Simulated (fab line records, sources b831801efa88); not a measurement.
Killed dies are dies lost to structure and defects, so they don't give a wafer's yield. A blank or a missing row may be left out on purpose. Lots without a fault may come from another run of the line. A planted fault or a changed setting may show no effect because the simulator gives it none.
fab line records | flow sky130
record lots=6 wafers=18 last_day=50
route steps=708 shown LI_CONTACT@369 PAD_OPEN@708
lots that met no fault: from a run of the same line without faults
start_h: hours from the record's first day to the start of the lot's first wafer shown | wait_h: hours since the lot's step before | " the same as in the row above | L1.1+2: a row that stands for several wafers | - no value, or no start given | * or withheld: withheld | < > ~ a bound
route shown NAME@n: a module of which the file shows steps, and the number in the route of the first | usual: mean/standard deviation of fault-free wafers | same: alike in all rows | chamber/n: place in a boat | sites: the reading at each site | _std_site: their standard deviation | _edge_site: outer sites' mean less inner sites' | radius_mm: how far each site lies from the wafer's centre | mask NAME#n: copy n | behind: the tool/chamber that last shaped the wafer | hold: why the lot was held/for how many hours/how that ended | device: the transistor (n, p or np) that didn't switch | end of line: the same wafers' tests at the end of the route | a step without rows: its recipe alone | killed: dies lost to structure and defects at the first sort, not the wafer's yield | map: a wafer's dies, x killed, . not, _ none there
set.NAME: the setting as run; set.NAME@STEP: as run at that earlier step | model.NAME: the simulator's own value behind a step, which no gauge read
lots at some steps of the route; a table a step, a row a wafer
services: from which hour (start_h, from the record's first day; less than 0 if before it) a tool's chamber was out of use, for how many hours, and why
## steps
# step SKY_LI_CONTACT_COAT_07
# recipe resist=KrF-thick spin_rpm=3000 resist_thk_nm=450
# step SKY_LI_CONTACT_SOFTBAKE_08
# recipe temp_c=100 time_s=92.34 resist=KrF-thick
# usual plate_sensor_t_centre_C=100.88/0.01 plate_sensor_t_edge_C=100.95/0.0098
# columns lot.wafer tool chamber start_h wait_h plate_sensor_t_centre_C plate_sensor_t_edge_C
L197.1 litho_track-04 0 - - 100.88 100.97
L197.4 " 0 " " 100.89 100.95
L197.6 " 0 " " 100.89 100.96
L202.2 litho_track-01 0 - - 100.87 100.96
L202.4 " 0 " " 100.87 100.95
L202.5 " 0 " " 100.88 100.95
L213.2 litho_track-04 0 - - 100.88 100.94
L213.4 " 0 " " 100.86 100.96
L213.6 " 0 " " 100.89 100.95
L214.2 litho_track-03 0 - - 100.88 100.94
L214.4 " 0 " " 100.89 100.95
L214.5 " 0 " " 100.88 100.95
L215.2 litho_track-01 0 - - 100.88 100.97
L215.5 " 0 " " 100.9 100.96
L215.6 " 0 " " 100.88 100.94
L218.2 litho_track-03 0 - - 100.89 100.96
L218.3 " 0 " " 100.86 100.96
L218.5 " 0 " " 100.87 100.92
# step SKY_LI_CONTACT_EXPOSE_09
# recipe mask_id=LICM1 na=0.8 source_shape=annular sigma_inner=0.55 sigma_outer=0.85 target_cd_nm=170 dose_mj=38
# step SKY_LI_CONTACT_PEB_10
# recipe peb_temp_c=withheld peb_time_s=withheld resist=KrF-thick
# step SKY_LI_CONTACT_DEVELOP_11
# recipe develop_time_s=60 resist=KrF-thick dev_temp_c=21
# step SKY_LI_CONTACT_CD_MEAS_12
# recipe target_cd_nm=170
# usual cd_nm=170.4/1.3
# columns lot.wafer tool chamber start_h wait_h cd_nm
L197.1 cd_sem-02 - 670.31 - 170.3
L197.4 " - " " 170.5
L197.6 " - " " 170.3
L202.2 cd_sem-01 - 744.14 - 169.6
L202.4 " - " " 169.7
L202.5 " - " " 170.6
L213.2 cd_sem-02 - 807.53 - 169.5
L213.4 " - " " 171.8
L213.6 " - " " 170.0
L214.2 cd_sem-01 - 814.23 - 169.0
L214.4 " - " " 170.1
L214.5 " - " " 169.3
L215.2 cd_sem-01 - 820.53 - 167.9
L215.5 " - " " 168.6
L215.6 " - " " 168.4
L218.2 cd_sem-01 - 845.65 - 170.4
L218.3 " - " " 168.9
L218.5 " - " " 171.0
# step SKY_LI_CONTACT_OVL_MEAS_13
# usual LI_CONTACT_OVL=1/5.2
# columns lot.wafer tool chamber start_h wait_h LI_CONTACT_OVL[nm]
L197.1 overlay-01 - 670.43 0.1 -3
L197.4 " - " " 3
L197.6 " - " " 4
L202.2 overlay-02 - 744.24 0.1 -7
L202.4 " - " " 6
L202.5 " - " " 2
L213.2 overlay-02 - 807.64 0.1 5
L213.4 " - " " -3
L213.6 " - " " 2
L214.2 overlay-02 - 814.34 0.1 -2
L214.4 " - " " -6
L214.5 " - " " 3
L215.2 overlay-01 - 820.64 0.1 -4
L215.5 " - " " 6
L215.6 " - " " 3
L218.2 overlay-02 - 845.76 0.1 8
L218.3 " - " " 6
L218.5 " - " " 1
# step SKY_LI_CONTACT_ETCH_14
# recipe chemistry=N2/H2 target=BARC ion_energy_ev=200 source_w=500 bias_w=100 pressure_mtorr=30 n2_flow_sccm=100 h2_flow_sccm=200 stop_on=SiO2 time_s=45.9 target_depth_a=600
# usual drypump_motor_current_A=5.9/0.48 oes_product_au=0.855/0.0051 throttle_valve_pct=13.225/0.0095
# columns lot.wafer tool chamber start_h wait_h drypump_motor_current_A oes_product_au rf_hours_counter_h throttle_valve_pct
L197.1 rie_diel-03 0 670.47 0.0 5.1 0.851 4 13.229
L197.4 " 1 " " 5.9 0.858 6 13.218
L197.6 " 2 " " 5.4 0.855 - 13.217
L202.2 rie_diel-03 1 744.27 0.0 5.9 0.856 7 13.210
L202.4 " 2 " " 5.4 0.854 11 13.216
L202.5 " 2 " " 5.4 0.851 - 13.234
L213.2 rie_diel-03 2 807.67 0.0 5.4 0.852 12 13.214
L213.4 " 1 " " 5.9 0.849 9 13.240
L213.6 " 1 " " 5.9 0.854 - 13.229
L214.2 rie_diel-04 0 814.37 0.0 5.9 0.853 9 13.221
L214.4 " 1 " " 6.3 0.854 14 13.234
L214.5 " 1 " " 6.3 0.860 - 13.237
L215.2 rie_diel-03 2 820.67 0.0 5.4 0.869 13 13.219
L215.5 " 0 " " 5.1 0.849 - 13.241
L215.6 " 1 " " 5.9 0.851 - 13.226
L218.2 rie_diel-02 1 845.79 0.0 6.4 0.856 2 13.221
L218.3 " 3 " " 6.5 0.859 11 13.223
L218.5 " 2 " " 6.2 0.857 - 13.235
# step SKY_LI_CONTACT_ETCH_15
# recipe target=PSG chemistry=C4F8/O2/Ar stop_on=Si taper_deg=4.15 mask_material=KrF-thick source_w=1500 bias_w=1200 pressure_mtorr=40 c4f8_flow_sccm=withheld O2_flow_sccm=6 Ar_flow_sccm=300 time_s=withheld target_depth_a=6000
# usual oes_product_au=0.837/0.0045
# columns lot.wafer tool chamber start_h wait_h oes_product_au
L197.1 rie_diel-03 0 670.51 0.0 0.835
L197.4 " 1 " " 0.838
L197.6 " 2 " " 0.838
L202.2 rie_diel-03 1 744.32 0.0 0.844
L202.4 " 2 " " 0.838
L202.5 " 2 " " 0.835
L213.2 rie_diel-03 2 807.71 0.0 0.840
L213.4 " 1 " " 0.835
L213.6 " 1 " " 0.835
L214.2 rie_diel-04 0 814.41 0.0 0.835
L214.4 " 1 " " 0.839
L214.5 " 1 " " 0.836
L215.2 rie_diel-03 2 820.71 0.0 0.831
L215.5 " 0 " " 0.836
L215.6 " 1 " " 0.839
L218.2 rie_diel-02 1 845.83 0.0 0.837
L218.3 " 3 " " 0.829
L218.5 " 2 " " 0.834
# step SKY_LI_CONTACT_STRIP_16
# recipe chemistry=O2/N2 power_w=1400 pressure_mtorr=1500 platen_temp_c=withheld o2_flow_sccm=3000 n2_flow_sccm=300 overash_fraction=0.5
# usual drypump_motor_current_A=5.3/0.46 oes_product_au=0.376/0.0044 strip_time_to_endpoint_s=3.490/0.029
# columns lot.wafer tool chamber start_h wait_h drypump_motor_current_A oes_product_au rf_hours_counter_h strip_time_to_endpoint_s
L197.1 plasma_asher-04 1 670.60 - 5.2 0.376 22 3.512
L197.4 " 1 " " 5.2 0.381 - 3.532
L197.6 " 1 " " 5.2 0.374 - 3.503
L202.2 plasma_asher-01 1 744.40 - 4.9 0.377 0 3.504
L202.4 " 0 " " 6.0 0.381 - 3.492
L202.5 " 1 " " 5.0 0.374 - 3.510
L213.2 plasma_asher-01 1 807.80 - 4.9 0.377 7 3.502
L213.4 " 0 " " 6.0 0.374 - 3.561
L213.6 " 0 " " 6.1 0.377 - 3.520
L214.2 plasma_asher-03 1 814.50 - 4.9 0.380 67 3.474
L214.4 " 0 " " 4.9 0.378 - 3.515
L214.5 " 0 " " 4.9 0.377 - 3.488
L215.2 plasma_asher-03 0 820.80 - 4.9 0.372 68 3.508
L215.5 " 1 " " 4.9 0.373 - 3.473
L215.6 " 0 " " 4.9 0.379 - 3.516
L218.2 plasma_asher-01 1 845.91 - 4.9 0.373 11 3.488
L218.3 " 0 " " 6.0 0.372 - 3.506
L218.5 " 1 " " 4.9 0.377 - 3.483
# step SKY_LI_CONTACT_CLEAN_17
# recipe chemistry=NMP time_s=600 temp_c=60 dry=n2_spin
# step SKY_LI_CONTACT_PRE_CLEAN_18
# recipe gas=Ar time_s=5.6 bias_v=358
# step SKY_LI_CONTACT_SPUTTER_19
# recipe material=Ti target_thk_nm=20 chamber_pressure_pa=5 power_w=2500 substrate_temp_c=200 time_s=106.37
# usual cathode_dc_power_W=2499.9/0.45 throttle_valve_pct=29.9/0.77
# columns lot.wafer tool chamber start_h wait_h cathode_dc_power_W throttle_valve_pct model.Ti_of_LI_CONTACT_SPUTTER_19.thk_nm
L197.1 pvd_sputter-01 - 670.89 0.0 2500.1 30.3 19.98
L197.4 " - " " 2499.1 30.3 20.18
L197.6 " - " " 2500.7 30.2 20.21
L202.2 pvd_sputter-02 - 744.70 0.0 2499.5 30.0 19.78
L202.4 " - " " 2500.1 29.8 20.07
L202.5 " - " " 2499.1 29.9 20.19
L213.2 pvd_sputter-01 - 808.09 0.0 2499.6 30.4 19.9
L213.4 " - " " 2394.0 29.1 19.04
L213.6 " - " " 2500.2 30.4 19.75
L214.2 pvd_sputter-01 - 814.79 0.0 2394.6 29.2 19.12
L214.4 " - " " 2500.4 30.2 19.94
L214.5 " - " " 2500.1 29.3 20.01
L215.2 pvd_sputter-02 - 821.09 0.0 2499.6 30.3 19.98
L215.5 " - " " 2500.3 30.0 20.18
L215.6 " - " " 2500.6 31.7 20.16
L218.2 pvd_sputter-02 - 846.21 0.0 2500.2 31.7 20.05
L218.3 " - " " 2500.4 30.0 20.15
L218.5 " - " " 2500.1 29.5 20.21
# step SKY_LI_CONTACT_SPUTTER_20
# recipe material=TiN target_thk_nm=20 chamber_pressure_pa=5 power_w=4000 time_s=80
# usual cathode_dc_power_W=4000.0/0.7 throttle_valve_pct=29.9/0.79
# columns lot.wafer tool chamber start_h wait_h cathode_dc_power_W throttle_valve_pct
L197.1 pvd_sputter-01 - 670.97 0.0 3999.8 30.4
L197.4 " - " " 3999.8 30.3
L197.6 " - " " 3999.8 30.4
L202.2 pvd_sputter-02 - 744.77 0.0 3999.5 30.3
L202.4 " - " " 4000.5 29.6
L202.5 " - " " 3999.3 30.1
L213.2 pvd_sputter-01 - 808.17 0.0 3997.5 30.5
L213.4 " - " " 4000.2 29.0
L213.6 " - " " 4000.5 30.3
L214.2 pvd_sputter-01 - 814.87 0.0 4000.3 29.1
L214.4 " - " " 4000.5 30.5
L214.5 " - " " 4001.0 29.0
L215.2 pvd_sputter-02 - 821.17 0.0 3998.2 29.8
L215.5 " - " " 4000.2 30.3
L215.6 " - " " 3999.3 32.0
L218.2 pvd_sputter-02 - 846.28 0.0 4000.6 31.9
L218.3 " - " " 4000.8 29.6
L218.5 " - " " 4000.6 29.9
# step SKY_PAD_OPEN_PROBE_99
# usual killed_at_M0_to_M3=44/7.2 killed_at_M4_up=3.2/1.8 killed_at_contacts=24/5.4 killed_at_front_end=15/4 killed_at_other=0.3/0.56 killed_dies=87/9.2 killed_open=47/7.3 killed_short=39/5.7
# same gross_dies=492 killed_at_back_side=0
# columns lot.wafer tool chamber start_h wait_h killed_at_M0_to_M3 killed_at_M4_up killed_at_contacts killed_at_front_end killed_at_other killed_dies killed_open killed_short
L197.1 prober-01 - 1069.62 0.1 41 5 31 15 0 92 56 36
L197.4 prober-01 - 1069.77 0.2 31 3 27 11 0 72 44 28
L197.6 prober-01 - 1069.87 0.2 35 2 26 12 0 75 41 34
L202.2 prober-02 - 1125.93 0.1 38 2 24 12 1 77 46 31
L202.4 prober-02 - 1126.03 0.2 36 4 22 16 1 79 43 36
L202.5 prober-02 - 1126.08 0.2 53 3 21 21 1 99 53 46
L213.2 prober-01 - 1170.68 0.1 38 4 29 21 0 92 46 45
L213.4 prober-01 - 1170.78 0.2 39 4 28 22 0 93 45 47
L213.6 prober-01 - 1170.88 0.2 34 2 24 16 0 76 39 35
L214.2 prober-02 - 1173.82 0.1 48 2 25 12 0 87 53 34
L214.4 prober-02 - 1173.92 0.2 41 1 19 18 0 79 40 39
L214.5 prober-02 - 1173.97 0.2 50 3 27 10 0 90 46 44
L215.2 prober-01 - 1178.56 0.1 38 0 29 13 1 81 50 31
L215.5 prober-01 - 1178.71 0.2 55 4 31 10 0 100 61 39
L215.6 prober-01 - 1178.76 0.2 49 0 27 11 0 87 58 29
L218.2 prober-02 - 1191.69 0.1 29 2 20 14 1 66 36 30
L218.3 prober-02 - 1191.74 0.2 40 7 21 17 0 85 35 50
L218.5 prober-02 - 1191.84 0.2 44 0 25 17 0 86 50 36
# killed by level:class
L197.1 LI_CONTACT:geometric_particle:open=10 VIA1:geometric_particle:open=8 CONTACT:geometric_particle:open=8 LOCAL_INTERCONNECT:geometric_particle:short=7 VIA3:geometric_particle:open=7 METAL1:geometric_particle:short=6 METAL2:geometric_particle:short=5 SPACER:geometric_particle:open=4
L197.4 CONTACT:geometric_particle:open=13 VIA1:geometric_particle:open=12 CONTACT:geometric_particle:short=5 VIA3:geometric_particle:open=5 FIELD_ISO:geometric_particle:short=3 POLY_GATE:geometric_particle:open=3 LI_CONTACT:geometric_particle:open=3 VIA2:geometric_particle:short=3
L197.6 VIA3:geometric_particle:open=7 LI_CONTACT:geometric_particle:open=7 CONTACT:geometric_particle:open=7 LI_CONTACT:geometric_particle:short=6 VIA1:geometric_particle:open=6 METAL2:geometric_particle:short=5 VIA2:geometric_particle:open=5 VIA3:geometric_particle:short=5
L202.2 VIA1:geometric_particle:open=13 CONTACT:geometric_particle:open=11 VIA1:geometric_particle:short=7 LI_CONTACT:geometric_particle:open=5 FIELD_ISO:geometric_particle:open=4 VIA3:geometric_particle:open=4 METAL1:geometric_particle:short=4 LOCAL_INTERCONNECT:geometric_particle:short=4
L202.4 VIA3:geometric_particle:open=11 VIA1:geometric_particle:open=9 LOCAL_INTERCONNECT:geometric_particle:short=6 CONTACT:geometric_particle:open=5 METAL1:geometric_particle:short=5 FIELD_ISO:geometric_particle:open=4 CONTACT:geometric_particle:short=4 METAL4:geometric_particle:short=4
L202.5 VIA1:geometric_particle:open=11 VIA3:geometric_particle:open=10 LI_CONTACT:geometric_particle:open=8 FIELD_ISO:geometric_particle:open=7 VIA2:geometric_particle:open=7 CONTACT:geometric_particle:short=6 VIA3:geometric_particle:short=6 VIA2:geometric_particle:short=5
L213.2 VIA1:geometric_particle:open=10 FIELD_ISO:geometric_particle:short=9 CONTACT:geometric_particle:open=8 LI_CONTACT:geometric_particle:open=6 VIA2:geometric_particle:open=6 LOCAL_INTERCONNECT:geometric_particle:short=5 CONTACT:geometric_particle:short=5 METAL2:geometric_particle:short=5
L213.4 VIA1:geometric_particle:open=8 METAL2:geometric_particle:short=7 POLY_GATE:geometric_particle:short=6 LI_CONTACT:geometric_particle:open=6 LOCAL_INTERCONNECT:geometric_particle:short=6 CONTACT:geometric_particle:open=6 VIA3:geometric_particle:open=6 CONTACT:geometric_particle:short=5
L213.6 CONTACT:geometric_particle:open=12 VIA1:geometric_particle:open=7 VIA3:geometric_particle:open=5 FIELD_ISO:geometric_particle:short=4 LI_CONTACT:geometric_particle:open=4 VIA1:geometric_particle:short=4 METAL2:geometric_particle:short=4 POLY_GATE:geometric_particle:short=3
L214.2 VIA1:geometric_particle:open=14 CONTACT:geometric_particle:open=10 FIELD_ISO:geometric_particle:open=6 CONTACT:geometric_particle:short=6 VIA1:geometric_particle:short=6 VIA3:geometric_particle:open=6 LI_CONTACT:geometric_particle:open=5 VIA2:geometric_particle:open=5
L214.4 VIA1:geometric_particle:short=8 CONTACT:geometric_particle:open=8 VIA2:geometric_particle:open=7 CONTACT:geometric_particle:short=6 POLY_GATE:geometric_particle:open=5 VIA1:geometric_particle:open=5 METAL2:geometric_particle:short=5 VIA3:geometric_particle:open=5
L214.5 VIA2:geometric_particle:open=11 VIA1:geometric_particle:open=9 CONTACT:geometric_particle:short=7 VIA3:geometric_particle:open=7 LOCAL_INTERCONNECT:geometric_particle:short=6 CONTACT:geometric_particle:open=6 METAL1:geometric_particle:short=5 LI_CONTACT:geometric_particle:open=4
L215.2 CONTACT:geometric_particle:open=10 VIA1:geometric_particle:open=10 VIA3:geometric_particle:open=9 LI_CONTACT:geometric_particle:open=7 CONTACT:geometric_particle:short=6 METAL2:geometric_particle:short=6 LI_CONTACT:geometric_particle:short=5 FIELD_ISO:geometric_particle:open=4
L215.5 VIA1:geometric_particle:open=15 CONTACT:geometric_particle:open=12 VIA2:geometric_particle:open=12 VIA3:geometric_particle:open=8 LI_CONTACT:geometric_particle:short=6 CONTACT:geometric_particle:short=6 METAL1:geometric_particle:short=6 LI_CONTACT:geometric_particle:open=4
L215.6 VIA1:geometric_particle:open=16 LI_CONTACT:geometric_particle:open=10 CONTACT:geometric_particle:open=10 VIA3:geometric_particle:open=7 VIA1:geometric_particle:short=5 VIA2:geometric_particle:open=5 FIELD_ISO:geometric_particle:open=4 METAL2:geometric_particle:short=4
L218.2 CONTACT:geometric_particle:open=7 LI_CONTACT:geometric_particle:open=6 VIA1:geometric_particle:open=6 VIA2:geometric_particle:open=5 CONTACT:geometric_particle:short=4 METAL3:geometric_particle:short=4 FIELD_ISO:geometric_particle:short=3 POLY_GATE:geometric_particle:open=3
L218.3 CONTACT:geometric_particle:open=9 VIA3:geometric_particle:open=8 METAL1:geometric_particle:short=7 VIA1:geometric_particle:short=7 LOCAL_INTERCONNECT:geometric_particle:short=6 METAL4:geometric_particle:short=6 POLY_GATE:geometric_particle:short=5 LI_CONTACT:geometric_particle:open=4
L218.5 LI_CONTACT:geometric_particle:open=13 VIA1:geometric_particle:open=13 VIA2:geometric_particle:open=11 LOCAL_INTERCONNECT:geometric_particle:short=5 METAL3:geometric_particle:short=5 SPACER:geometric_particle:short=4 CONTACT:geometric_particle:short=4 VIA3:geometric_particle:short=4
## services
# columns tool chamber start_h hours kind
rie_diel-02 1 633.28 4.6 repair
plasma_asher-03 - 690.85 2.8 pm
rie_diel-02 1 693.37 4.7 repair
rie_diel-04 0 696.21 8.8 repair
rie_diel-02 1 698.04 - clean
rie_diel-02 1 698.04 28.2 scheduled_down
rie_diel-03 - 710.56 3.5 repair
plasma_asher-01 - 733.81 9.0 pm
plasma_asher-01 0 733.81 9.0 vent_cycle
plasma_asher-01 1 733.81 9.0 vent_cycle
plasma_asher-01 - 734.19 2.3 repair
plasma_asher-01 0 742.81 - clean
plasma_asher-01 1 742.81 - clean
rie_diel-04 2 754.72 5.6 repair
pvd_sputter-01 - 767.72 4.1 repair
plasma_asher-04 - 778.46 1.0 repair
rie_diel-02 0 789.76 2.6 repair
pvd_sputter-02 - 813.11 4.5 repair
pvd_sputter-01 - 828.51 3.0 repair
pvd_sputter-01 3 832.59 - consumable_replace:kit
pvd_sputter-01 3 832.59 18.0 scheduled_down
pvd_sputter-01 3 832.59 18.0 vent_cycle
rie_diel-02 1 833.92 10.2 repair
rie_diel-04 1 844.44 16.2 repair
## key
first_sign step=SKY_LI_CONTACT_SPUTTER_19 reading=cathode_dc_power_W direction=down sigmas=99+ usual=2499.9 struck=2394.3
effect none on later readings
model_effect step=SKY_LI_CONTACT_SPUTTER_19 value=Ti_of_LI_CONTACT_SPUTTER_19.thk_nm without=19.93 struck=19.08
met_at SKY_LI_CONTACT_SPUTTER_19
struck_wafers L213.4,L214.2
tester_left_out L213,L214
fault kind=process_parameter_drift tool=pvd_sputter-01 chamber=- onset_h=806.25 steps=SKY_LI_CONTACT_SPUTTER_19 channel=power_w offset=* shape=step end_h=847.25 acts_in=* stated=* scope=struck_wafers_only
# tester_left_out: of these lots the tester's yield and bins aren't shown, on N5 and GAA mostly nor the transistor test; their killed dies are dies lost to structure and defects alone, not to doping, threshold or leakage, so they don't give the yield
